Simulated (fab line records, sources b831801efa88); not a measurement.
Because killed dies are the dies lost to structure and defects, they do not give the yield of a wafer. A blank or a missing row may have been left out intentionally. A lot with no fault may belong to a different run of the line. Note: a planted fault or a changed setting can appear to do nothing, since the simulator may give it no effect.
Tool commonality check | flow sky130 | Sample size 12 lots and 42 wafers

## WHAT PROMPTED THE OPENING
SKY_METAL2_RS_MEAS_05, reading METAL2_ALCU_RS: flagged on 2 of 12 lots. Wafers without a fault read 0.1262 ohm/sq, standard deviation 0.0017.
Rule: a lot is flagged when every wafer of it that has a number lies more than 4 standard deviations from that mean, or none has a number. All remaining lots are regarded as sound.

lot  | measured     | on            | METAL2_ALCU_RS (ohm/sq), wafer by wafer   | flag
L617 | day 34 13:19 | film metro-04 | 0.1256 0.1268 0.1275                      |
L620 | day 36 04:25 | film metro-02 | 0.1287 0.1260 0.1290                      |
L624 | day 38 06:44 | film metro-02 | 0.1240 0.1248 0.1257                      |
L627 | day 38 12:01 | film metro-02 | 0.1273 0.1257 0.1255                      |
L629 | day 38 12:12 | film metro-01 | 0.1245 0.1258 0.1254                      |
L628 | day 38 15:01 | film metro-01 | 8.6882 8.5682 8.6936 8.7021 8.5665 8.6809 | FLAGGED
L630 | day 38 15:45 | film metro-01 | 8.5877 8.6362 8.7335 8.5982 8.6421 8.7225 | FLAGGED
L634 | day 39 20:46 | film metro-01 | 0.1247 0.1266 0.1243                      |
L636 | day 39 22:14 | film metro-04 | 0.1257 0.1265 0.1253                      |
L637 | day 40 05:51 | film metro-04 | 0.1260 0.1254 0.1253                      |
L638 | day 40 17:30 | film metro-01 | 0.1270 0.1288 0.1273                      |
L639 | day 40 21:44 | film metro-02 | 0.1291 0.1304 0.1326                      |
The numbers of the flagged lots are 8.6516 ohm/sq on average: +8.5254 ohm/sq against the usual, or +99 or more standard deviations.

## WHICH TOOL EACH LOT WENT THROUGH
3 process steps preceding the reading are held in the record, out of 708 steps in the route. Cell contents, in order: the tool; ch with the chambers the sampled wafers went through; the start.
lot  | flag    | SKY_METAL1_ETCH_18                | SKY_METAL2_SPUTTER_01        | SKY_METAL2_SPUTTER_02
L617 |         | rie metal-04 ch 0,1, day 33 08:19 | pvd sputter-04, day 34 13:11 | pvd sputter-04, day 34 13:13
L620 |         | rie metal-03 ch 0,1, day 34 23:14 | pvd sputter-01, day 36 04:15 | pvd sputter-01, day 36 04:17
L624 |         | rie metal-04 ch 0,1, day 37 02:08 | pvd sputter-04, day 38 06:35 | pvd sputter-04, day 38 06:37
L627 |         | rie metal-02 ch 0,1, day 37 07:28 | pvd sputter-04, day 38 11:52 | pvd sputter-04, day 38 11:53
L629 |         | rie metal-03 ch 0,1, day 37 07:28 | pvd sputter-03, day 38 12:05 | pvd sputter-03, day 38 12:07
L628 | FLAGGED | rie metal-04 ch 0,1, day 37 10:04 | pvd sputter-04, day 38 14:53 | pvd sputter-04, day 38 14:54
L630 | FLAGGED | rie metal-03 ch 1, day 37 11:32   | pvd sputter-04, day 38 15:38 | pvd sputter-04, day 38 15:40
L634 |         | rie metal-04 ch 0,1, day 38 16:56 | pvd sputter-04, day 39 20:38 | pvd sputter-04, day 39 20:40
L636 |         | rie metal-03 ch 0,1, day 38 18:53 | pvd sputter-04, day 39 22:05 | pvd sputter-04, day 39 22:06
L637 |         | rie metal-04 ch 0,1, day 39 02:28 | pvd sputter-03, day 40 05:43 | pvd sputter-03, day 40 05:44
L638 |         | rie metal-03 ch 0,1, day 39 14:01 | pvd sputter-01, day 40 17:20 | pvd sputter-01, day 40 17:21
L639 |         | rie metal-03 ch 0,1, day 39 17:50 | pvd sputter-01, day 40 21:36 | pvd sputter-01, day 40 21:37
What the steps here do:
- SKY_METAL1_ETCH_18: etches BARC in N2/H2, stops on SiO2, time 45.9 s, target depth 60 nm.
- SKY_METAL2_SPUTTER_01: material TiN, target thk 20 nm, time 16.7 s.
- SKY_METAL2_SPUTTER_02: material AlCu, target thk 250 nm, time 13.3 s.
- SKY_METAL2_RS_MEAS_05: measures by four-point-probe.

## FLAGGED AGAINST TOTAL, ONE TOOL AT A TIME (gauges that did the reading follow at the end)
step                  | tool           | lots run | flagged | share of the flagged lots | sound lots run after its first flagged lot
SKY_METAL1_ETCH_18    | rie metal-02   | 1        | 0       | none                      | -
SKY_METAL1_ETCH_18    | rie metal-03   | 6        | 1       | some                      | 3 (L636,L638,L639)
SKY_METAL1_ETCH_18    | rie metal-04   | 5        | 1       | some                      | 2 (L634,L637)
SKY_METAL2_SPUTTER_01 | pvd sputter-01 | 3        | 0       | none                      | -
SKY_METAL2_SPUTTER_01 | pvd sputter-03 | 2        | 0       | none                      | -
SKY_METAL2_SPUTTER_01 | pvd sputter-04 | 7        | 2       | all                       | 2 (L634,L636)
SKY_METAL2_SPUTTER_02 | pvd sputter-01 | 3        | 0       | none                      | -
SKY_METAL2_SPUTTER_02 | pvd sputter-03 | 2        | 0       | none                      | -
SKY_METAL2_SPUTTER_02 | pvd sputter-04 | 7        | 2       | all                       | 2 (L634,L636)
SKY_METAL2_RS_MEAS_05 | film metro-01  | 5        | 2       | all                       | 2 (L634,L638)
SKY_METAL2_RS_MEAS_05 | film metro-02  | 4        | 0       | none                      | -
SKY_METAL2_RS_MEAS_05 | film metro-04  | 3        | 0       | none                      | -

## THE TABLE: WHAT IT ALLOWS
pvd sputter-04 at SKY_METAL2_SPUTTER_01, pvd sputter-04 at SKY_METAL2_SPUTTER_02 and film metro-01 at SKY_METAL2_RS_MEAS_05: these 3 rows of the table ran every flagged lot.
- pvd sputter-04 at SKY_METAL2_SPUTTER_01: 2 of its 7 lots flagged. After the first flagged lot (L634, L636), sound lots still ran on it; a lasting fault on the whole tool would not permit that.
- pvd sputter-04 at SKY_METAL2_SPUTTER_02: 2 of its 7 lots flagged. After the first flagged lot (L634, L636), sound lots still ran on it; a lasting fault on the whole tool would not permit that. On the flagged lots its readings are blank where sound lots have values: cathode dc power W, chamber pressure pa, throttle valve pct.
- film metro-01 at SKY_METAL2_RS_MEAS_05: 2 of its 5 lots flagged. After the first flagged lot (L634, L638), sound lots still ran on it; a lasting fault on the whole tool would not permit that.
There is no row in the table that ran each flagged lot and no sound lot after the first.

## WHAT HAD BEEN PUT IN BY THE SIMULATOR
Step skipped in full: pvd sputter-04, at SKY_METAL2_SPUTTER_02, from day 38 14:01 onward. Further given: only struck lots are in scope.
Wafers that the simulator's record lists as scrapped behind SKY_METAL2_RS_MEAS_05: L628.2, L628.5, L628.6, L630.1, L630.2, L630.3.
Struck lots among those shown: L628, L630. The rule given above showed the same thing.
